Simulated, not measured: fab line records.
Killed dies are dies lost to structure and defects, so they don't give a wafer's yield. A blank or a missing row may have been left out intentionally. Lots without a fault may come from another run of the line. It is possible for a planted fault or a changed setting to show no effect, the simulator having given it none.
Matching of chambers    flow gf180mcu    GF_V2_CMP_26 on cmp-02: 4 sister chambers
The step polishes, stops on SiO2, t overpolish 15 s, target thk 0 nm. 27 wafers are shown with their chamber, then 12 later ones without.

WAFERS WITH THEIR CHAMBER
wafer   chamber  motor current A (A)  time to endpoint s (s)  edge zone pressure frac
L074.2  0        9.9                  83                      1.004
L074.4  3        10.9                 75                      1.006
L074.5  2        9.9                  81                      1.000
L075.1  2        9.6                  85                      1.006
L075.2  3        10.5                 81                      0.997
L075.6  0        10.2                 87                      0.997
L077.2  1        11.4                 87                      0.994
L077.3  2        9.5                  84                      0.991
L077.6  1        11.4                 91                      0.997
L078.2  1        11.8                 82                      0.998
L078.4  2        9.5                  81                      1.000
L078.6  3        11.0                 79                      1.011
L079.4  2        9.5                  81                      0.997
L079.5  1        11.2                 86                      1.000
L079.6  0        9.8                  81                      1.000
L084.1  3        11.1                 82                      1.009
L084.3  2        9.7                  81                      0.994
L084.5  2        9.8                  82                      0.992
L085.1  1        11.5                 86                      0.997
L085.3  3        11.0                 79                      1.001
L085.5  3        11.4                 79                      1.011
L086.1  0        9.9                  85                      1.011
L086.2  3        10.9                 76                      0.998
L086.6  0        9.3                  79                      1.003
L087.2  1        12.1                 92                      0.999
L087.4  0        9.6                  87                      1.010
L087.5  1        11.1                 91                      1.001

SIGNATURES, as means of the wafers listed above
reading                  chamber 0  chamber 1  chamber 2  chamber 3  scatter within a chamber
motor current A          9.783      11.500     9.643      10.971     0.278
time to endpoint s       83.67      87.86      82.14      78.71      2.85
edge zone pressure frac  1.00417    0.99800    0.99714    1.00471    0.00497
Rule: for a wafer and a chamber, the distance is found by dividing, reading by reading, the gap between the wafer's reading and the chamber's mean by the reading's scatter, squaring, summing and taking the root. If the next closest chamber is less than 2 further off than the closest, the wafer can't be placed; otherwise it belongs to the closest. The scatter is the square root of a quotient: the sum, over the shown wafers, of each reading's squared deviation from its chamber's mean, divided by wafers minus chambers.

WAFERS MISSING THEIR CHAMBER
wafer   motor current A (A)  time to endpoint s (s)  edge zone pressure frac
L088.2  9.7                  85                      0.997
L088.4  9.3                  83                      1.010
L088.5  11.3                 79                      1.007
L091.1  9.9                  78                      0.996
L091.4  9.4                  77                      1.002
L091.6  9.5                  82                      0.995
L093.1  11.2                 79                      0.997
L093.3  11.0                 91                      1.003
L093.6  10.9                 79                      0.993
L097.3  11.2                 80                      1.000
L097.5  9.9                  82                      0.999
L097.6  11.2                 78                      1.002

THE CHAMBER EACH PASSED THROUGH
wafer   from the rows above      in truth
L088.2  can't be placed: 2 or 0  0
L088.4  can't be placed: 0 or 2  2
L088.5  3                        3
L091.1  can't be placed: 2 or 0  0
L091.4  can't be placed: 2 or 0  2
L091.6  can't be placed: 2 or 0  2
L093.1  can't be placed: 3 or 1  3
L093.3  can't be placed: 1 or 3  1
L093.6  can't be placed: 3 or 1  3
L097.3  can't be placed: 3 or 1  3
L097.5  can't be placed: 2 or 0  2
L097.6  3                        3
2 of 12 placed correctly. From these rows, 10 cannot be placed; in 10 the true chamber is one of the candidates. Wrongly placed: 0.
